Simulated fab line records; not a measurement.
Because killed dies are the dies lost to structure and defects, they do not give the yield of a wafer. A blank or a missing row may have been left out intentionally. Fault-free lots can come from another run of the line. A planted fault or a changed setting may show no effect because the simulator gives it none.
What tool caused it? | flow sky130 | Sampling: 7 lots, 21 wafers, 2 of 708 route steps

WHAT THE GAUGES READ, wafer by wafer
SKY_LDD_HVN_TW_MEAS_10.
lot  | measured     | on            | LDD_HVN_TW
L440 | day 21 05:01 | film-metro-02 | 1424 1429 1430
L444 | day 23 18:58 | film-metro-04 | 1441 1447 1454
L447 | day 24 13:07 | film-metro-04 | 1291 1294 1292
L452 | day 26 10:38 | film-metro-04 | 1443 1448 1437
L456 | day 27 04:19 | film-metro-02 | 1432 1428 1421
L459 | day 28 08:56 | film-metro-02 | 1424 1423 1421
L461 | day 28 14:53 | film-metro-03 | 1443 1448 1445

TOOL THAT RAN EACH LOT (tool first, then ch and the chambers of the sampled wafers, then the start)
lot  | SKY_LDD_HVN_IMPLANT_08
L440 | implanter-04 ch 0, day 21 04:47
L444 | implanter-01 ch 0, day 23 18:43
L447 | implanter-01 ch 0, day 24 12:53
L452 | implanter-03 ch 0, day 26 10:25
L456 | implanter-04 ch 0, day 27 04:05
L459 | implanter-01 ch 0, day 28 08:44
L461 | implanter-03 ch 0, day 28 14:41
- SKY_LDD_HVN_IMPLANT_08

THE ANSWER, worked out from the rows above alone
Rule: what is usual is taken from the lots themselves. Put in order of their means at a reading, lots are off if they are a third of the lots or fewer, leave a main group of 4 or more, and stand apart from it by a gap of 3 or more times the standard deviation of the main group's means; of several such gaps the widest counts. A main group whose means are all the same, to the digits that the tables above print for the reading, isn't used. A lot without any number at a reading at which 4 lots or more have one is off too. All remaining lots with rows at the step are treated as sound.
Off: L447, at SKY_LDD_HVN_TW_MEAS_10 (LDD_HVN_TW). Mean 1435 and standard deviation 9.9 in the main group.
A tool fits if, at a process step before that reading, it ran every lot that is off, and no sound lot after the first of them. Those tools and the gauges at SKY_LDD_HVN_TW_MEAS_10 are tried in the same way. Not one of the candidates tried fits.

WHAT THE SIMULATOR PUT IN
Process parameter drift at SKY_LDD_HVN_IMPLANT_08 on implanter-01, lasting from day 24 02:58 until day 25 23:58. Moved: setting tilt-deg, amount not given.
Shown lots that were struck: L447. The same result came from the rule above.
